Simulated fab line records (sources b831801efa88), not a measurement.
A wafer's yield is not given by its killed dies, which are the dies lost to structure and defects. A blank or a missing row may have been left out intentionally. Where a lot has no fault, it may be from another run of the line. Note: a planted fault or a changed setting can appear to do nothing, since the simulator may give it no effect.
Which tool is to blame? + flow gf180mcu + 36 wafers from 12 lots sampled at 6 of the route's 602 steps

WHAT THE GAUGES SHOWED, per wafer
GF_NWELL_TW_MEAS_11.
| lot  | measured    | on            | NWELL_TW       |
|------|-------------|---------------|----------------|
| L316 | day 3 10:18 | film-metro-01 | 1591 1587 1589 |
| L317 | day 3 13:12 | film-metro-01 | 1594 1589 1590 |
| L318 | day 3 18:22 | film-metro-03 | 1583 1590 1577 |
| L319 | day 4 00:09 | film-metro-04 | 1574 1574 1574 |
| L321 | day 4 10:48 | film-metro-01 | 1592 1597 1594 |
| L322 | day 4 15:04 | film-metro-03 | 1581 1581 1575 |
| L323 | day 4 22:01 | film-metro-03 | 1579 1581 1577 |
| L324 | day 5 04:38 | film-metro-03 | 1588 1585 1586 |
| L326 | day 5 13:43 | film-metro-04 | 1562 1549 1556 |
| L327 | day 5 20:51 | film-metro-04 | 1565 1560 1570 |
| L336 | day 7 21:19 | film-metro-03 | 1634 1632 1630 |
| L338 | day 8 06:58 | film-metro-03 | 1634 1642 1640 |

GF_VT_IMPLANT_RS_MEAS_47: measurement is done with a four-point probe.
| lot  | measured     | on            | NWELL_RS (ohm/sq) |
|------|--------------|---------------|-------------------|
| L316 | day 7 14:32  | film-metro-03 | 487.7 490.0 486.9 |
| L317 | day 7 19:56  | film-metro-03 | 486.8 489.0 489.2 |
| L318 | day 8 01:46  | film-metro-01 | 486.9 487.8 489.8 |
| L319 | day 8 08:17  | film-metro-04 | 488.3 487.7 487.4 |
| L321 | day 8 22:50  | film-metro-01 | 488.4 487.1 486.2 |
| L322 | day 9 04:58  | film-metro-01 | 490.4 488.2 489.4 |
| L323 | day 9 13:36  | film-metro-03 | 488.8 489.6 489.6 |
| L324 | day 9 18:34  | film-metro-03 | 486.2 485.7 487.2 |
| L326 | day 10 09:14 | film-metro-04 | 488.7 490.7 488.4 |
| L327 | day 10 17:28 | film-metro-01 | 486.4 486.0 486.9 |
| L336 | day 13 06:53 | film-metro-01 | 446.5 448.7 447.6 |
| L338 | day 13 16:55 | film-metro-04 | 446.8 446.3 445.9 |

GF_POLY_GATE_THK_MEAS_17.
| lot  | measured     | on            | POLY_GATE_OXIDATION_THK (nm) |
|------|--------------|---------------|------------------------------|
| L316 | day 9 08:12  | film-metro-02 | 3.87 3.96 3.95               |
| L317 | day 9 12:14  | film-metro-03 | 3.89 3.91 3.82               |
| L318 | day 9 17:36  | film-metro-03 | 3.95 3.88 3.98               |
| L319 | day 10 00:11 | film-metro-03 | 3.91 3.83 3.82               |
| L321 | day 10 18:38 | film-metro-02 | 4.02 4.00 4.01               |
| L322 | day 11 02:44 | film-metro-02 | 3.98 3.92 3.94               |
| L323 | day 11 12:38 | film-metro-04 | 3.77 3.87 3.80               |
| L324 | day 11 17:40 | film-metro-02 | 4.05 3.99 4.17               |
| L326 | day 12 09:39 | film-metro-03 | 3.95 4.00 3.97               |
| L327 | day 12 16:22 | film-metro-03 | 3.91 3.91 3.94               |
| L336 | day 15 07:56 | film-metro-04 | 4.05 3.99 4.11               |
| L338 | day 15 18:26 | film-metro-02 | 4.21 4.17 4.27               |

WHICH TOOL RAN EACH LOT (tool, then ch and the chambers of the sampled wafers, then the start)
| lot  | GF_STI_STRIP_15                     | GF_NWELL_IMPLANT_09            | GF_POLY_GATE_STRIP_14                |
|------|-------------------------------------|--------------------------------|--------------------------------------|
| L316 | plasma-asher-03 ch 0,1, day 2 04:09 | implanter-01 ch 0, day 3 10:03 | plasma-asher-01 ch 0,1, day 9 06:38  |
| L317 | plasma-asher-03 ch 0,1, day 2 06:57 | implanter-04 ch 0, day 3 12:57 | plasma-asher-03 ch 0,1, day 9 10:50  |
| L318 | plasma-asher-04 ch 0,1, day 2 12:06 | implanter-02 ch 0, day 3 18:08 | plasma-asher-03 ch 0,1, day 9 16:11  |
| L319 | plasma-asher-03 ch 0,1, day 2 17:24 | implanter-02 ch 0, day 3 23:54 | plasma-asher-01 ch 0,1, day 9 22:47  |
| L321 | plasma-asher-01 ch 0,1, day 3 03:24 | implanter-04 ch 0, day 4 10:33 | plasma-asher-03 ch 0, day 10 17:14   |
| L322 | plasma-asher-01 ch 0,1, day 3 08:06 | implanter-04 ch 0, day 4 14:49 | plasma-asher-01 ch 0,1, day 10 23:14 |
| L323 | plasma-asher-03 ch 0,1, day 3 13:15 | implanter-01 ch 0, day 4 21:47 | plasma-asher-04 ch 0,1, day 11 08:47 |
| L324 | plasma-asher-04 ch 0,1, day 3 19:29 | implanter-02 ch 0, day 5 04:25 | plasma-asher-01 ch 0,1, day 11 13:17 |
| L326 | plasma-asher-03 ch 0, day 4 04:29   | implanter-04 ch 0, day 5 13:28 | plasma-asher-03 ch 0,1, day 12 08:08 |
| L327 | plasma-asher-03 ch 0,1, day 4 10:15 | implanter-01 ch 0, day 5 20:36 | plasma-asher-04 ch 0,1, day 12 14:58 |
| L336 | plasma-asher-04 ch 0,1, day 6 08:18 | implanter-04 ch 0, day 7 21:05 | plasma-asher-01 ch 0,1, day 15 06:31 |
| L338 | plasma-asher-04 ch 1, day 6 18:30   | implanter-04 ch 0, day 8 06:43 | plasma-asher-04 ch 0, day 15 16:52   |
- GF_STI_STRIP_15: strips in O2/N2.
- GF_NWELL_IMPLANT_09
- GF_POLY_GATE_STRIP_14: strips in O2/N2.

WHAT THE TOOLS THEMSELVES READ (means of the sampled wafers that have a number; where no wafer has one, the mark that the record gives instead)
GF_STI_STRIP_15.
| lot  | tool            | drypump-motor-current-A (A) | heater-power-w (W) | n2-flow-sccm (sccm) | oes-product-au (a.u.) | strip-time-to-endpoint-s (s) |
|------|-----------------|-----------------------------|--------------------|---------------------|-----------------------|------------------------------|
| L316 | plasma-asher-03 | 5.69                        | 345                | 300.1               | 0.385                 | 3.74                         |
| L317 | plasma-asher-03 | 5.70                        | 346                | 298.9               | 0.387                 | 3.80                         |
| L318 | plasma-asher-04 | 5.28                        | 316                | 300.5               | 0.385                 | 3.72                         |
| L319 | plasma-asher-03 | 5.82                        | 373                | 300.8               | 0.386                 | 3.75                         |
| L321 | plasma-asher-01 | 5.86                        | 314                | 299.6               | 0.387                 | 3.77                         |
| L322 | plasma-asher-01 | 5.74                        | 310                | 299.9               | 0.388                 | 3.76                         |
| L323 | plasma-asher-03 | 5.83                        | 361                | 300.2               | 0.382                 | 3.69                         |
| L324 | plasma-asher-04 | 5.27                        | 324                | 299.9               | 0.383                 | 3.76                         |
| L326 | plasma-asher-03 | 5.57                        | 330                | 300.2               | 0.378                 | 3.76                         |
| L327 | plasma-asher-03 | 5.69                        | 344                | 298.6               | 0.386                 | 3.75                         |
| L336 | plasma-asher-04 | 5.25                        | 316                | 299.9               | 0.381                 | 3.78                         |
| L338 | plasma-asher-04 | 5.22                        | 319                | 301.5               | 0.383                 | 3.75                         |

GF_NWELL_IMPLANT_09.
| lot  | tool         | dose-ions-cm2 | faraday-current-uA |
|------|--------------|---------------|--------------------|
| L316 | implanter-01 | 3.995e+12     | 22.6               |
| L317 | implanter-04 | 4.004e+12     | 22.1               |
| L318 | implanter-02 | 3.995e+12     | 22.5               |
| L319 | implanter-02 | 3.996e+12     | 22.4               |
| L321 | implanter-04 | 3.996e+12     | 22.6               |
| L322 | implanter-04 | 3.995e+12     | 22.7               |
| L323 | implanter-01 | 3.999e+12     | 22.0               |
| L324 | implanter-02 | 3.996e+12     | 22.5               |
| L326 | implanter-04 | 4.002e+12     | 22.5               |
| L327 | implanter-01 | 3.994e+12     | 22.5               |
| L336 | implanter-04 | 6.621e+12     | 37.3               |
| L338 | implanter-04 | 6.628e+12     | 37.4               |

GF_POLY_GATE_STRIP_14.
| lot  | tool            | drypump-motor-current-A (A) | heater-power-w (W) | n2-flow-sccm (sccm) | oes-product-au (a.u.) |
|------|-----------------|-----------------------------|--------------------|---------------------|-----------------------|
| L316 | plasma-asher-01 | 5.90                        | 315                | 299.7               | 0.504                 |
| L317 | plasma-asher-03 | 5.82                        | 374                | 299.1               | 0.501                 |
| L318 | plasma-asher-03 | 5.82                        | 364                | 299.7               | 0.501                 |
| L319 | plasma-asher-01 | 5.85                        | 315                | 300.4               | 0.502                 |
| L321 | plasma-asher-03 | 5.56                        | 329                | 300.9               | 0.508                 |
| L322 | plasma-asher-01 | 5.71                        | 308                | 298.7               | 0.504                 |
| L323 | plasma-asher-04 | 5.29                        | 315                | 300.3               | 0.506                 |
| L324 | plasma-asher-01 | 5.88                        | 310                | 299.8               | 0.506                 |
| L326 | plasma-asher-03 | 5.82                        | 364                | 299.3               | 0.504                 |
| L327 | plasma-asher-04 | 5.29                        | 319                | 300.4               | 0.503                 |
| L336 | plasma-asher-01 | 5.85                        | 308                | 299.6               | 0.505                 |
| L338 | plasma-asher-04 | 5.31                        | 313                | 300.0               | 0.503                 |

THE ANSWER, worked out from the rows above alone
Rule: what is usual is taken from the lots themselves. The widest of any qualifying gaps counts: lots, ordered by their means at a reading, are off when they make up no more than a third of the lots, leave a main group of 4 or more, and stand apart from it by 3 or more times the standard deviation of that group's means. The tables above print the reading to a certain number of digits; a main group whose means all agree to those digits is not used. Also off: a lot with no number at a reading for which 4 or more lots have one. Where the step has rows for the other lots, those lots are counted as sound. After the gauges, taken in route order, come the tools' own readings; for these a lot's mean is taken, as printed above. The first step at which some lot is off is used, and at that step the reading that is off furthest; a lot without a number counts as furthest.
Off: L336, L338, at GF_NWELL_TW_MEAS_11 (NWELL_TW). For the main group the mean is 1580 and the standard deviation 11.
A tool fits if, at a process step before that reading, it ran every lot that is off, and no sound lot after the first of them. Not tried: the gauges at GF_NWELL_TW_MEAS_11; whatever is off there is also off at GF_VT_IMPLANT_RS_MEAS_47, on other tools, and gauge error can't account for it. 2 tools fit, plasma-asher-04 at GF_STI_STRIP_15 and implanter-04 at GF_NWELL_IMPLANT_09, so this cannot tell which one it is.

WHAT HAD BEEN PUT IN BY THE SIMULATOR
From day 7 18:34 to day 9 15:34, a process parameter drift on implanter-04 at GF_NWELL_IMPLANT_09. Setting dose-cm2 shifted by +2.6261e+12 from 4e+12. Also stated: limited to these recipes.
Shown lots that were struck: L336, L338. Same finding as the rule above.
